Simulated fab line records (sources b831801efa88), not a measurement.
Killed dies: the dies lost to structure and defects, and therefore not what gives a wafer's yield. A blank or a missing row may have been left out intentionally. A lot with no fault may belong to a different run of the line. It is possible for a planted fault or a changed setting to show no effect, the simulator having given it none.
Comparing a struck lot with a sound one    flow sky130    20 steps out of a route of 708
Sound: wafers L369.2, L369.5, L369.6. The struck wafers were L381.1, L381.4, L381.5. The cause comes at the end.
Each step with rows lists, per side, the tool, then ch with its chambers, then its first start. Under that, the readings that differ: sound wafers    struck wafers    difference of the means    sigmas: that difference in standard deviations of wafers without a fault.
alike: readings with means less than 2 such deviations apart, plus words and numbers identical on both sides. not compared: withheld readings, readings lacking a value on some wafer, bounds such as >300 that could conceal the same value, and numbers that have no deviation in the record and whose values overlap.
The two part at a step that has a row with sigmas, a row that says differs or no value, or rows on one side only. Non-overlapping numbers with no deviation appear without sigmas and do not part them. Lack of a reading on every wafer of one side parts them only where that side has two or more wafers.

SKY_SONOS_TUNNEL_TW_MEAS_12:
  struck on film metro-01, day 18 15:55; sound on film metro-03, day 14 13:38
  alike: SONOS_TUNNEL_TW
then, 2 steps without rows for these wafers: SKY_SONOS_TUNNEL_CLEAN_13 (cleans in dHF, time 20 s); SKY_SONOS_ONO_OXIDATION_00 (stabilise 600 s, purge 300 s, target thk 2.6 nm).
SKY_SONOS_ONO_THK_MEAS_01:
  struck on film metro-03, day 18 18:04; sound on film metro-04, day 14 15:19
  alike: SONOS_ONO_OXIDATION_THK
then, 1 step without rows for these wafers: SKY_SONOS_ONO_CVD_02 (deposits Si3N4 from DCS/NH3, target thk 10.5 nm, time 180 s).
SKY_SONOS_ONO_THK_MEAS_03:
  struck on film metro-04, day 18 19:11; sound on film metro-04, day 14 17:49
  alike: SONOS_ONO_CVD_02_THK
then, 1 step without rows for these wafers: SKY_SONOS_ONO_CVD_04 (deposits SiO2 from SiH4/N2O, target thk 5.7199 nm).
SKY_SONOS_ONO_THK_MEAS_05:
  struck on film metro-01, day 18 20:29; sound on film metro-03, day 14 19:08
  alike: SONOS_ONO_CVD_04_THK
then, 4 steps without rows for these wafers: SKY_SONOS_ONO_DEHYDRATE_06 (time 60 s); SKY_SONOS_ONO_HMDS_07 (prime time 60 s); SKY_SONOS_ONO_COAT_08 (resist thk 1140 nm); SKY_SONOS_ONO_SOFTBAKE_09 (time 60 s).
SKY_SONOS_ONO_EXPOSE_10: exposes mask ONOM, target cd 410 nm.
  sound on iline stepper-02 ch 0, day 15 07:49; struck on iline stepper-01 ch 0, day 19 12:30
  alike: mask
then, 2 steps without rows for these wafers: SKY_SONOS_ONO_PEB_11; SKY_SONOS_ONO_DEVELOP_12 (develop time 60 s).
SKY_SONOS_ONO_CD_MEAS_13 targets a cd of 410 nm.
  struck on cd sem-02, day 20 03:32; sound on cd sem-02, day 15 21:48
reading     sound              struck             difference  sigmas
cd nm (nm)  408.4 411.0 408.4  364.8 389.9 389.2  -28.0       -12
SKY_SONOS_ONO_OVL_MEAS_14:
  struck on overlay-01, day 20 03:39; sound on overlay-02, day 15 21:55
  alike: SONOS_ONO_OVL
SKY_SONOS_ONO_ETCH_15: etches the open film in CHF3/O2, target depth 19.52 nm, time 7.8 s.
  sound on rie diel-02 ch 0,2,3, day 15 21:56; struck on rie diel-04 ch 0,1, day 20 03:41
reading                     sound              struck             difference  sigmas
model.SONOS_ONO.cd nm (nm)  408.2 410.9 408.3  365.1 389.8 389.1  -27.8       
  alike: drypump motor current A, oes product au, throttle valve pct
  not compared: rf hours counter h
then, 1 step without rows for these wafers: SKY_SONOS_ONO_WET_ETCH_16 (etches SiO2 in dHF, target depth 14 nm, time 280 s).
-- here the record skips 31 days between the struck wafers' starts before and after, leaving off in module SONOS_ONO and picking up in module PAD_OPEN (first step shown: number 708 of the route) --
SKY_PAD_OPEN_PROBE_99:
  struck on prober-01, day 50 17:36; sound on prober-01, day 48 03:36
  alike: killed_at_M0_to_M3, killed_at_M4_up, killed at contacts, killed at front end, killed at other, killed dies, killed open, killed short

WHERE THEY PART
Within this record, at SKY_SONOS_ONO_CD_MEAS_13 only. Later steps at which nothing parts them and some readings are alike: SKY_SONOS_ONO_OVL_MEAS_14, SKY_SONOS_ONO_ETCH_15, SKY_PAD_OPEN_PROBE_99.

WHY: the cause the simulator had injected
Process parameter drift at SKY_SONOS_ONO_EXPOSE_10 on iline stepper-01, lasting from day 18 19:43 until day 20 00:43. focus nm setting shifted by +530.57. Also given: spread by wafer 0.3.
